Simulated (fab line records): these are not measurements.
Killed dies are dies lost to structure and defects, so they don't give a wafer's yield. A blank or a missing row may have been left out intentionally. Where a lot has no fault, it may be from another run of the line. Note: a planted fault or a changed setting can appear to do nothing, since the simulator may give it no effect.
Which tool was responsible? || flow gf180mcu || Sampling: 11 lots, 33 wafers, 3 of 602 route steps

## WHAT THE GAUGES SHOWED, per wafer
GF_PSD_RS_MEAS_14: a four-point-probe measurement.
{"lot": "L765", "measured": "day 14 10:17", "on": "filmMetro-02", "NSD_RS (ohm/sq)": "46.35 46.25 46.27"}
{"lot": "L769", "measured": "day 15 17:13", "on": "filmMetro-01", "NSD_RS (ohm/sq)": "46.02 46.13 45.99"}
{"lot": "L772", "measured": "day 16 20:57", "on": "filmMetro-02", "NSD_RS (ohm/sq)": "46.33 46.10 46.17"}
{"lot": "L774", "measured": "day 17 12:33", "on": "filmMetro-01", "NSD_RS (ohm/sq)": "46.07 46.06 46.10"}
{"lot": "L776", "measured": "day 18 01:08", "on": "filmMetro-03", "NSD_RS (ohm/sq)": "46.31 46.19 46.18"}
{"lot": "L777", "measured": "day 18 17:35", "on": "filmMetro-01", "NSD_RS (ohm/sq)": "46.08 46.09 46.08"}
{"lot": "L778", "measured": "day 18 23:21", "on": "filmMetro-03", "NSD_RS (ohm/sq)": "46.65 46.73 46.74"}
{"lot": "L780", "measured": "day 19 14:52", "on": "filmMetro-01", "NSD_RS (ohm/sq)": "46.50 46.60 46.54"}
{"lot": "L786", "measured": "day 21 16:14", "on": "filmMetro-03", "NSD_RS (ohm/sq)": "46.10 46.15 46.13"}
{"lot": "L787", "measured": "day 22 02:43", "on": "filmMetro-01", "NSD_RS (ohm/sq)": "46.11 46.18 46.23"}
{"lot": "L788", "measured": "day 22 10:55", "on": "filmMetro-01", "NSD_RS (ohm/sq)": "45.98 46.11 46.11"}

## WHICH TOOL RAN EACH LOT (tool, then ch and the chambers of the sampled wafers, then the start)
{"lot": "L765", "GF_NSD_IMPLANT_10": "implanter-03 ch 0, day 13 13:19", "GF_NSD_STRIP_11": "plasmaAsher-03 ch 0,1, day 13 13:28"}
{"lot": "L769", "GF_NSD_IMPLANT_10": "implanter-03 ch 0, day 14 19:49", "GF_NSD_STRIP_11": "plasmaAsher-02 ch 0,1, day 14 19:58"}
{"lot": "L772", "GF_NSD_IMPLANT_10": "implanter-03 ch 0, day 15 21:32", "GF_NSD_STRIP_11": "plasmaAsher-01 ch 0,1, day 15 21:40"}
{"lot": "L774", "GF_NSD_IMPLANT_10": "implanter-02 ch 0, day 16 13:19", "GF_NSD_STRIP_11": "plasmaAsher-01 ch 0,1, day 16 13:27"}
{"lot": "L776", "GF_NSD_IMPLANT_10": "implanter-02 ch 0, day 17 01:05", "GF_NSD_STRIP_11": "plasmaAsher-02 ch 0,1, day 17 01:13"}
{"lot": "L777", "GF_NSD_IMPLANT_10": "implanter-03 ch 0, day 17 17:21", "GF_NSD_STRIP_11": "plasmaAsher-01 ch 0, day 17 17:29"}
{"lot": "L778", "GF_NSD_IMPLANT_10": "implanter-03 ch 0, day 17 22:34", "GF_NSD_STRIP_11": "plasmaAsher-01 ch 0,1, day 17 22:43"}
{"lot": "L780", "GF_NSD_IMPLANT_10": "implanter-03 ch 0, day 18 13:55", "GF_NSD_STRIP_11": "plasmaAsher-03 ch 0,1, day 18 14:03"}
{"lot": "L786", "GF_NSD_IMPLANT_10": "implanter-02 ch 0, day 20 15:19", "GF_NSD_STRIP_11": "plasmaAsher-03 ch 0,1, day 20 15:26"}
{"lot": "L787", "GF_NSD_IMPLANT_10": "implanter-03 ch 0, day 21 02:32", "GF_NSD_STRIP_11": "plasmaAsher-02 ch 0,1, day 21 02:41"}
{"lot": "L788", "GF_NSD_IMPLANT_10": "implanter-04 ch 0, day 21 11:07", "GF_NSD_STRIP_11": "plasmaAsher-01 ch 0,1, day 21 11:16"}
- GF_NSD_IMPLANT_10
- GF_NSD_STRIP_11: strips in O2/N2.

## THE ANSWER, worked out from the rows above alone
Rule: what is usual is taken from the lots themselves. Put in order of their means at a reading, lots are off if they are a third of the lots or fewer, leave a main group of 4 or more, and stand apart from it by a gap of 3 or more times the standard deviation of the main group's means; of several such gaps the widest counts. The tables above print the reading to a certain number of digits; a main group whose means all agree to those digits is not used. A lot without any number at a reading at which 4 lots or more have one is off too. All remaining lots with rows at the step are treated as sound.
Off: L778, L780, seen at GF_PSD_RS_MEAS_14 (NSD_RS). For the main group the mean is 46.14 ohm/sq and the standard deviation 0.079.
A tool fits if, at a process step before that reading, it ran every lot that is off, and no sound lot after the first of them. The gauges at GF_PSD_RS_MEAS_14 are tried like those tools. Of those tried, none fits.

## WHAT THE SIMULATOR HAD PUT IN
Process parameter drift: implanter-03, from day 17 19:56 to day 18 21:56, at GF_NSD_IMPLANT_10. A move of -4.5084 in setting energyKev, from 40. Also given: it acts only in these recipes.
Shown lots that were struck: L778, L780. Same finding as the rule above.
